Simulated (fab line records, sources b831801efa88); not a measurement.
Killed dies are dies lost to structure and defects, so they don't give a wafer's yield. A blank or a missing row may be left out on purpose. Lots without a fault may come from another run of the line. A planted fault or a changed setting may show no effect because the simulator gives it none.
A sampling plan put to the test | flow gf180mcu | one fab line, 51 faults that these records tell of, each judged on the records of the lots that it struck; 1 more is left out, because the records don't allow judging it
The plan is the line's own looks: the steps of the route at which a gauge or an inspection reads the wafer and doesn't change it. A look can be judged if struck wafers have a number there and the file gives its usual mean and standard deviation on fault-free wafers. Caught: at a look after the fault's first step, the mean of the struck wafers lies 4 or more of those standard deviations (sigma) from the usual mean. On the tool: the same test on the tool's own readings at the fault's steps. Another recipe on the struck wafers, or a record that is blank for them alone, also counts as caught.

THE FAULTS, as the simulator had put them in
1. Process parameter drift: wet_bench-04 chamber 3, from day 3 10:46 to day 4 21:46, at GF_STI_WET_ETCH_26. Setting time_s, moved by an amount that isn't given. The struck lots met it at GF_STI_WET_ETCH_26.
2. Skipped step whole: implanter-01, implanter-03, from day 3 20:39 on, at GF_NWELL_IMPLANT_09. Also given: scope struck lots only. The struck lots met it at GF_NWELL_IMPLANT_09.
3. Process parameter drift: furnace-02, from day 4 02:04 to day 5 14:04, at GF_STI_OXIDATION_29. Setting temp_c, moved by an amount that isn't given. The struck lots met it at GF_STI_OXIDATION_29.
4. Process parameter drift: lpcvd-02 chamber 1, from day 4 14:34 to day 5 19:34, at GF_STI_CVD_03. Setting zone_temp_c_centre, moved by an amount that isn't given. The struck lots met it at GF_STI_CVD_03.
5. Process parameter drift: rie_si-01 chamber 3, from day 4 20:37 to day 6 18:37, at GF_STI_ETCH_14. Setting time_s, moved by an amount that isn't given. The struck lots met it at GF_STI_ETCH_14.
6. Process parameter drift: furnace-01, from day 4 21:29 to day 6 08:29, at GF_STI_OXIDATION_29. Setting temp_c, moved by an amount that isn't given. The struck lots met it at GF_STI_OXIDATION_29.
7. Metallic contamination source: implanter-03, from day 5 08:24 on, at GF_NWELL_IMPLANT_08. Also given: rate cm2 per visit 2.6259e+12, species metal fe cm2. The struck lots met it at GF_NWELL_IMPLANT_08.
8. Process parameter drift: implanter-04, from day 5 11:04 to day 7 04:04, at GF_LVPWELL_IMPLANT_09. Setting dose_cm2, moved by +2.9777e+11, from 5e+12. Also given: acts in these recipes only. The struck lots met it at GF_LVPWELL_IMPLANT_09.
9. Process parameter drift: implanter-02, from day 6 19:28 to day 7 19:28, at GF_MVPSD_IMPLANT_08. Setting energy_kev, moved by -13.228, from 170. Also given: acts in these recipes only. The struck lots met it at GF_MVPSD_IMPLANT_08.
10. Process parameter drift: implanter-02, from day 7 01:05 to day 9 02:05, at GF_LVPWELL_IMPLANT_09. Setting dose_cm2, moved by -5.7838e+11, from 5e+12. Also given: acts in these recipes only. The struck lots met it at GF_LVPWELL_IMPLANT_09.
11. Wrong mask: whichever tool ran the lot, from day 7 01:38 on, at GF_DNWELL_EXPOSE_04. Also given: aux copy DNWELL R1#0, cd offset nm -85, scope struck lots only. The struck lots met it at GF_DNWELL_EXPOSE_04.
12. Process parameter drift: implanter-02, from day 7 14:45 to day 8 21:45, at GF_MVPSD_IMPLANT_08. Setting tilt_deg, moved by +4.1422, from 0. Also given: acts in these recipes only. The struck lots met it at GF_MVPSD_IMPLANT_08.
13. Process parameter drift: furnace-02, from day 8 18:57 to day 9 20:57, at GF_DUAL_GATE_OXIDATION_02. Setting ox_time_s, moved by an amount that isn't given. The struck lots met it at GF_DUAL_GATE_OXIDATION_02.
14. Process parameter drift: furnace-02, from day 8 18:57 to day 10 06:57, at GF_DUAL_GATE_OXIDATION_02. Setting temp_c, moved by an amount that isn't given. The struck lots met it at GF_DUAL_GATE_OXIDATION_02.
15. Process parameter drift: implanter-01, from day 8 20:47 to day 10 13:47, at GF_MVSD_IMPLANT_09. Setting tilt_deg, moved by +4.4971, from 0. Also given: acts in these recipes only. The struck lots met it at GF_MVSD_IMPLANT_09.
16. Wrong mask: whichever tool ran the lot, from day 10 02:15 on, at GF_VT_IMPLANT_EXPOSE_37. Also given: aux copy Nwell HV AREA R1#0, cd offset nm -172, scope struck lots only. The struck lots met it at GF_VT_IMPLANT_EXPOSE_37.
17. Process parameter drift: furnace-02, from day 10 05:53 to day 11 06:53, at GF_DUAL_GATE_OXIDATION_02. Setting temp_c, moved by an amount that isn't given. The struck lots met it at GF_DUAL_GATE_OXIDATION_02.
18. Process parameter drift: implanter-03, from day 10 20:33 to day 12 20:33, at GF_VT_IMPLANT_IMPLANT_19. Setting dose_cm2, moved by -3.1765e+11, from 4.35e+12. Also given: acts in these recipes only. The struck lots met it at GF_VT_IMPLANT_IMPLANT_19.
19. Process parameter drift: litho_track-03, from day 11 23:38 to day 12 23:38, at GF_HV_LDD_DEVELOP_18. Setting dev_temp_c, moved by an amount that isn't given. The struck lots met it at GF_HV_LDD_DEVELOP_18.
20. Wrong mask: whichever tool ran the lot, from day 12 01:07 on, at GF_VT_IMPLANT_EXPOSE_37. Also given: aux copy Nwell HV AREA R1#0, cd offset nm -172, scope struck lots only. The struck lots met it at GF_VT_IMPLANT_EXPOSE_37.
21. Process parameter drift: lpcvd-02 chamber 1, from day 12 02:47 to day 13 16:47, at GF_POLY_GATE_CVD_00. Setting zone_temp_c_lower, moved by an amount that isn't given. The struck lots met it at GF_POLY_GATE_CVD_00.
22. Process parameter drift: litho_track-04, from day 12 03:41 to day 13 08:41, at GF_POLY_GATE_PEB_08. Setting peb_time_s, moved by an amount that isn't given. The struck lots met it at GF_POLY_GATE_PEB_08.
23. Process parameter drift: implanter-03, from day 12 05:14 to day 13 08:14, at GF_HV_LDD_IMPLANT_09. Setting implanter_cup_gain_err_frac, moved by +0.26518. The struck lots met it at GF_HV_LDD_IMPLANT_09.
24. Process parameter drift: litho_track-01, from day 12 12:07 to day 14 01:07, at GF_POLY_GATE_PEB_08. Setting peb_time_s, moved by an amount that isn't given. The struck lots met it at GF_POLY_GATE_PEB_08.
25. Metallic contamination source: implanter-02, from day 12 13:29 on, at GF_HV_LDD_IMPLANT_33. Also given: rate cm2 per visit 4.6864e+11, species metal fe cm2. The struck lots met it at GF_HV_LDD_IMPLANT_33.
26. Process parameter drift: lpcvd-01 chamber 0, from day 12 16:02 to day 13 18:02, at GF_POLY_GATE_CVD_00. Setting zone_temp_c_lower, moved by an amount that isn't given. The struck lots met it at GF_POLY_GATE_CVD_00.
27. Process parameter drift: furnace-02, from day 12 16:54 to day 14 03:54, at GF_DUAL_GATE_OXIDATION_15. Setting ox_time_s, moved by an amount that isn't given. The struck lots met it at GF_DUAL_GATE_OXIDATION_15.
28. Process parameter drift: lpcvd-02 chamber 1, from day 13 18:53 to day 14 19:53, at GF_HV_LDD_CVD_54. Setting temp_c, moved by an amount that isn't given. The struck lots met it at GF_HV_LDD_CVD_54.
29. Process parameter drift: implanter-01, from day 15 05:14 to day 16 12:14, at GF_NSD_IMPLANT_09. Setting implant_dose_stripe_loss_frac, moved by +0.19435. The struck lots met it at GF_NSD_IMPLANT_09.
30. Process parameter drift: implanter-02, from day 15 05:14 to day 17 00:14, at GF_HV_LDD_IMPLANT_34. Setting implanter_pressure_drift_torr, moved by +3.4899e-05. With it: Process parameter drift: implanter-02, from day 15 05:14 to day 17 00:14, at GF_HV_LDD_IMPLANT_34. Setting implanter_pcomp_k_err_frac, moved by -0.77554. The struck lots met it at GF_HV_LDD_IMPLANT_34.
31. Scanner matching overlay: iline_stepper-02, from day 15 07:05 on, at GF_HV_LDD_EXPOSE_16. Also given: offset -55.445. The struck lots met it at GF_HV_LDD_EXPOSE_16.
32. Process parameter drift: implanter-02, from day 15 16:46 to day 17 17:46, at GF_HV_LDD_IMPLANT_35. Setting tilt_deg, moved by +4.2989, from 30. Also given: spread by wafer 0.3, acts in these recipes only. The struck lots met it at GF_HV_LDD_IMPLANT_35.
33. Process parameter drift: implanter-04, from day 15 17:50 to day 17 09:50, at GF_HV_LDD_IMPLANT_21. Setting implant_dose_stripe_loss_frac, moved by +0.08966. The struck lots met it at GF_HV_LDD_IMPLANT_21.
34. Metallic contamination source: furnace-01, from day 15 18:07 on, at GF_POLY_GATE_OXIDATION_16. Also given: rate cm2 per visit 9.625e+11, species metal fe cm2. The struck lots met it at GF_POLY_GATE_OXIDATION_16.
35. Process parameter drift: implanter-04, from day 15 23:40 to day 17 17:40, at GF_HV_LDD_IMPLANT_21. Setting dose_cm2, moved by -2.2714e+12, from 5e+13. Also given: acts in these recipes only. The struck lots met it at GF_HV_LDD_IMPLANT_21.
36. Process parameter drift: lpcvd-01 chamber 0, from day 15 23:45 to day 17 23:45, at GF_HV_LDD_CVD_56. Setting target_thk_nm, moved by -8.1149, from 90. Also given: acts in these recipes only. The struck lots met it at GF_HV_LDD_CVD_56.
37. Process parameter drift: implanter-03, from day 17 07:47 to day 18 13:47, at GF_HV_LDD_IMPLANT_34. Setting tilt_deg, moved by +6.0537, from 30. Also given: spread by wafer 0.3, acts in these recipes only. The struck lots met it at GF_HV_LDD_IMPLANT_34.
38. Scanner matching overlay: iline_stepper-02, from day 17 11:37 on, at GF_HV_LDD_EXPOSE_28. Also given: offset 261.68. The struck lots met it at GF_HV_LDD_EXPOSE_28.
39. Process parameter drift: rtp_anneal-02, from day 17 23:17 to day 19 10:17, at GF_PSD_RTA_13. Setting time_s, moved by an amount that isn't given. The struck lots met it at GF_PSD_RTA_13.
40. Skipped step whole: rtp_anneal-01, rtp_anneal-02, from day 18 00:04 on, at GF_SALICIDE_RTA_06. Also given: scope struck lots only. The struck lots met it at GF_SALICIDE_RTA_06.
41. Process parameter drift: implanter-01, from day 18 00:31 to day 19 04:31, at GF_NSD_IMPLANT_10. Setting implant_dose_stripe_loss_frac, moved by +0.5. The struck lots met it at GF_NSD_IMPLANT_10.
42. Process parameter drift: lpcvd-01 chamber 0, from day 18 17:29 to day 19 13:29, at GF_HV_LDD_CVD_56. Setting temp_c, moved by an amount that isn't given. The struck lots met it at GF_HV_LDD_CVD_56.
43. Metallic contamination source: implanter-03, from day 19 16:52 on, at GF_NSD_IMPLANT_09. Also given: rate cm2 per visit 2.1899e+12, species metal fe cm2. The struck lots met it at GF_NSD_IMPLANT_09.
44. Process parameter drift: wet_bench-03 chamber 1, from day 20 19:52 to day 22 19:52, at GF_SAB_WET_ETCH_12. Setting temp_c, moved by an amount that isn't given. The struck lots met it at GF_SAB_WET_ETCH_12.
45. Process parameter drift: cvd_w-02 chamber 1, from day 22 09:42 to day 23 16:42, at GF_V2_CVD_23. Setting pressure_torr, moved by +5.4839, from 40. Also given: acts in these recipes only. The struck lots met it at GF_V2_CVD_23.
46. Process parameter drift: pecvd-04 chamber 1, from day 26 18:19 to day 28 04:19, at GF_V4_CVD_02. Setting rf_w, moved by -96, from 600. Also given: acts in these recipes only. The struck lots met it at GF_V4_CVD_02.
47. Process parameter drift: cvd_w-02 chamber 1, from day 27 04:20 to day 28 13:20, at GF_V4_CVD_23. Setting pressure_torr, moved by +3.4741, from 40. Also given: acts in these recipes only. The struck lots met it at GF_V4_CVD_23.
48. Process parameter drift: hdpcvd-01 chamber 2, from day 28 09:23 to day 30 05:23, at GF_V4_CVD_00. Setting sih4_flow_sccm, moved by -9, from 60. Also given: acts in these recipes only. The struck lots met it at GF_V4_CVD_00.
49. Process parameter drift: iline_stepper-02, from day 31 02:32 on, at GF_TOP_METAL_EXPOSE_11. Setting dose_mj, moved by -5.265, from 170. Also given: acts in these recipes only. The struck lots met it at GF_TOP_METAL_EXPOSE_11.
50. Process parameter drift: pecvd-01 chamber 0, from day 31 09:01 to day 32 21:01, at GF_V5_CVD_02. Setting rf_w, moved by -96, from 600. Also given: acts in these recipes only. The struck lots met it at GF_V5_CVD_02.
51. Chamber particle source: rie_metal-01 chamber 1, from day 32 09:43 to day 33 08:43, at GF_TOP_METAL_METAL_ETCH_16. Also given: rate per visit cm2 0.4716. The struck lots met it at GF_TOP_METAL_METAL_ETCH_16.

WHAT THE PLAN SAW
fault | on the tool itself                               | first look that catches it                      | reading, sigma                                      | median hours from its first step to that look | hours from the fault's start to the first struck lot there | judged looks passed uncaught
1     | run_length_s -35 sigma                           | none of the 4 looks that can be judged after it | -                                                   | -                                             | -                                                          | 4
2     | the tool's record is blank for the struck wafers | none of the 3 looks that can be judged after it | strongest: NWELL_TW at GF_NWELL_TW_MEAS_11, -3.9    | -                                             | -                                                          | 3
3     | spike_tc_centre_C +46 sigma                      | GF_STI_THK_MEAS_30                              | STI_OXIDATION_02_THK +27                            | 1.4                                           | 4                                                          | 0
4     | spike_tc_centre_C -14 sigma                      | GF_STI_THK_MEAS_04                              | STI_CVD_03_THK -5.8                                 | 2.0                                           | 12                                                         | 0
5     | run_length_s -72 sigma                           | no look after it can be judged                  | -                                                   | -                                             | -                                                          | 0
6     | spike_tc_centre_C +31 sigma                      | GF_STI_THK_MEAS_30                              | STI_OXIDATION_02_THK +17                            | 1.4                                           | 4                                                          | 0
7     | under 2 sigma                                    | none of the 5 looks that can be judged after it | -                                                   | -                                             | -                                                          | 5
8     | dose_ions_cm2 +53 sigma                          | GF_VT_IMPLANT_RS_MEAS_48                        | LVPWELL_RS -5.3                                     | 97.9                                          | 107                                                        | 0
9     | beam_energy_keV -99 or beyond sigma              | GF_VT_IMPLANT_RS_MEAS_49                        | MVPSD_RS +4.5                                       | 68.7                                          | 75                                                         | 0
10    | dose_ions_cm2 -99 or beyond sigma                | GF_VT_IMPLANT_RS_MEAS_48                        | LVPWELL_RS +8.4                                     | 110.2                                         | 109                                                        | 0
11    | under 2 sigma                                    | no look after it can be judged                  | -                                                   | -                                             | -                                                          | 0
12    | tilt_deg +99 or beyond sigma                     | GF_MVPSD_TW_MEAS_11                             | MVPSD_TW +8.8                                       | 0.4                                           | 3                                                          | 0
13    | under 2 sigma                                    | GF_DUAL_GATE_THK_MEAS_03                        | DUAL_GATE_OXIDATION_00_THK +15                      | 1.5                                           | 7                                                          | 0
14    | tube_center_temp_C -99 or beyond sigma           | GF_DUAL_GATE_THK_MEAS_03                        | DUAL_GATE_OXIDATION_00_THK -13                      | 1.5                                           | 7                                                          | 0
15    | tilt_deg +99 or beyond sigma                     | no look after it can be judged                  | -                                                   | -                                             | -                                                          | 0
16    | no reading that can be judged                    | no look after it can be judged                  | -                                                   | -                                             | -                                                          | 0
17    | tube_center_temp_C -99 or beyond sigma           | GF_DUAL_GATE_THK_MEAS_03                        | DUAL_GATE_OXIDATION_00_THK -8.9                     | 1.5                                           | 5                                                          | 0
18    | dose_ions_cm2 -70 sigma                          | GF_VT_IMPLANT_TW_MEAS_21                        | VT_IMPLANT_2_TW -4.5                                | 0.2                                           | 3                                                          | 0
19    | developer_temp_C -7.4 sigma                      | not the one look that can be judged after it    | -                                                   | -                                             | -                                                          | 1
20    | no reading that can be judged                    | no look after it can be judged                  | -                                                   | -                                             | -                                                          | 0
21    | spike_tc_lower_C +37 sigma                       | GF_POLY_GATE_THK_MEAS_01                        | POLY_GATE_CVD_00_THK +62                            | 1.3                                           | 14                                                         | 0
22    | heater_power_total_W +39 sigma                   | none of the 2 looks that can be judged after it | strongest: cd_nm at GF_POLY_GATE_CD_MEAS_10, +2.3   | -                                             | -                                                          | 2
23    | faraday_current_uA +12 sigma                     | GF_HV_LDD_TW_MEAS_11                            | HV_LDD_TW -4.8                                      | 0.2                                           | 10                                                         | 0
24    | heater_power_total_W +99 or beyond sigma         | GF_POLY_GATE_CD_MEAS_10                         | cd_nm +12                                           | 0.3                                           | 8                                                          | 0
25    | no reading that can be judged                    | none of the 7 looks that can be judged after it | -                                                   | -                                             | -                                                          | 7
26    | spike_tc_lower_C +36 sigma                       | GF_POLY_GATE_THK_MEAS_01                        | POLY_GATE_CVD_00_THK +28                            | 1.3                                           | 11                                                         | 0
27    | under 2 sigma                                    | no look after it can be judged                  | -                                                   | -                                             | -                                                          | 0
28    | susceptor_temp_C -88 sigma                       | GF_HV_LDD_THK_MEAS_55                           | HV_LDD_CVD_54_THK -32                               | 1.0                                           | 7                                                          | 0
29    | no reading that can be judged                    | no look after it can be judged                  | -                                                   | -                                             | -                                                          | 0
30    | end_station_pressure_torr +99 or beyond sigma    | no look after it can be judged                  | -                                                   | -                                             | -                                                          | 0
31    | no reading that can be judged                    | GF_HV_LDD_OVL_MEAS_20                           | HV_LDD_01_OVL -45                                   | 10.9                                          | 13                                                         | 0
32    | no reading that can be judged                    | no look after it can be judged                  | -                                                   | -                                             | -                                                          | 0
33    | no reading that can be judged                    | none of the 7 looks that can be judged after it | -                                                   | -                                             | -                                                          | 7
34    | under 2 sigma                                    | none of the 8 looks that can be judged after it | -                                                   | -                                             | -                                                          | 8
35    | dose_ions_cm2 -42 sigma                          | no look after it can be judged                  | -                                                   | -                                             | -                                                          | 0
36    | under 2 sigma                                    | GF_HV_LDD_THK_MEAS_57                           | HV_LDD_CVD_56_THK -9.3                              | 1.4                                           | 17                                                         | 0
37    | no reading that can be judged                    | no look after it can be judged                  | -                                                   | -                                             | -                                                          | 0
38    | no reading that can be judged                    | GF_HV_LDD_OVL_MEAS_32                           | HV_LDD_02_OVL +99 or beyond                         | 11.5                                          | 14                                                         | 0
39    | run_length_s +47 sigma                           | GF_PSD_RS_MEAS_14                               | NSD_RS -66                                          | 0.1                                           | 4                                                          | 0
40    | the tool's record is blank for the struck wafers | no look after it can be judged                  | -                                                   | -                                             | -                                                          | 0
41    | no reading that can be judged                    | not the one look that can be judged after it    | strongest: NSD_RS at GF_PSD_RS_MEAS_14, +3.7        | -                                             | -                                                          | 1
42    | spike_tc_bottom_C +15 sigma                      | GF_HV_LDD_THK_MEAS_57                           | HV_LDD_CVD_56_THK +38                               | 1.4                                           | 6                                                          | 0
43    | under 2 sigma                                    | none of the 8 looks that can be judged after it | -                                                   | -                                             | -                                                          | 8
44    | temp_c -74 sigma                                 | no look after it can be judged                  | -                                                   | -                                             | -                                                          | 0
45    | chamber_pressure_Torr +57 sigma                  | GF_V2_RS_MEAS_24                                | V2_W_RS -4.6                                        | 0.1                                           | 6                                                          | 0
46    | rf_fwd_power_W -39 sigma                         | GF_V4_THK_MEAS_03                               | V4_CVD_02_THK -4.0                                  | 0.1                                           | 22                                                         | 0
47    | chamber_pressure_Torr +35 sigma                  | not the one look that can be judged after it    | strongest: V4_W_RS at GF_V4_RS_MEAS_24, -2.0        | -                                             | -                                                          | 1
48    | sih4_flow_sccm -53 sigma                         | GF_V4_THK_MEAS_01                               | V4_CVD_00_THK -11                                   | 0.1                                           | 4                                                          | 0
49    | exposure_dose_mJ_cm2 -29 sigma                   | not the one look that can be judged after it    | strongest: cd_nm at GF_TOP_METAL_CD_MEAS_14, +3.1   | -                                             | -                                                          | 1
50    | rf_fwd_power_W -47 sigma                         | not the one look that can be judged after it    | strongest: V5_CVD_02_THK at GF_V5_THK_MEAS_03, -3.8 | -                                             | -                                                          | 1
51    | under 2 sigma                                    | no look after it can be judged                  | -                                                   | -                                             | -                                                          | 0
A dash: the fault isn't caught, or these records don't give the number.

Caught at a look: 24 of 51. Caught on the tool: 33 of 51. By one or the other: 37 of 51.
Caught on the tool alone: faults 1, 2, 5, 15, 19, 22, 30, 35, 40, 44, 47, 49, 50.
Caught at a look alone: faults 13, 31, 36, 38.
Caught by neither: faults 7, 11, 16, 20, 25, 27, 29, 32, 33, 34, 37, 41, 43, 51.

THINNER SAMPLING
If the look that catches a fault measured only every second or every third lot, by lot number, the first struck lot would be measured this late in the worst case:
fault | struck lots at that look, in order of time | every lot | every second lot | every third lot
3     | L786, L787                                 | 4 h       | 8 h              | may miss all 2
4     | L428                                       | 12 h      | may miss it      | may miss it
6     | L214, L215, L217                           | 4 h       | 10 h             | may miss all 3
8     | L269, L270                                 | 107 h     | 111 h            | may miss all 2
9     | L912, L914, L915                           | 75 h      | 92 h             | may miss all 3
10    | L961, L965, L967                           | 109 h     | may miss all 3   | may miss all 3
12    | L755, L757, L758                           | 3 h       | 22 h             | may miss all 3
13    | L918, L919                                 | 7 h       | 12 h             | may miss all 2
14    | L992, L993, L996                           | 7 h       | 12 h             | may miss all 3
17    | L249, L251                                 | 5 h       | may miss all 2   | may miss all 2
18    | L684, L687                                 | 3 h       | 26 h             | may miss all 2
21    | L257, L258                                 | 14 h      | 20 h             | may miss all 2
23    | L645, L646                                 | 10 h      | 15 h             | may miss all 2
24    | L239, L242                                 | 8 h       | 30 h             | may miss all 2
26    | L541                                       | 11 h      | may miss it      | may miss it
28    | L645                                       | 7 h       | may miss it      | may miss it
31    | L872, L874                                 | 13 h      | may miss all 2   | may miss all 2
36    | L468                                       | 17 h      | may miss it      | may miss it
38    | L921, L922                                 | 14 h      | 25 h             | may miss all 2
39    | L334, L335, L336                           | 4 h       | 16 h             | 21 h
42    | L544                                       | 6 h       | may miss it      | may miss it
45    | L208, L209                                 | 6 h       | 13 h             | may miss all 2
46    | L448                                       | 22 h      | may miss it      | may miss it
48    | L498, L500                                 | 4 h       | may miss all 2   | may miss all 2
Hours are from the fault's start to the first struck lot that is measured. The limit of 4 sigma was tested on all struck wafers together, so one lot alone may lie under it. Other struck lots may not be in these records.

THE LONGEST TIMED WAY FROM STEP TO LOOK
Fault 10: a median of 110.2 hours passes between GF_LVPWELL_IMPLANT_09 and GF_VT_IMPLANT_RS_MEAS_48. No look between them can be judged.
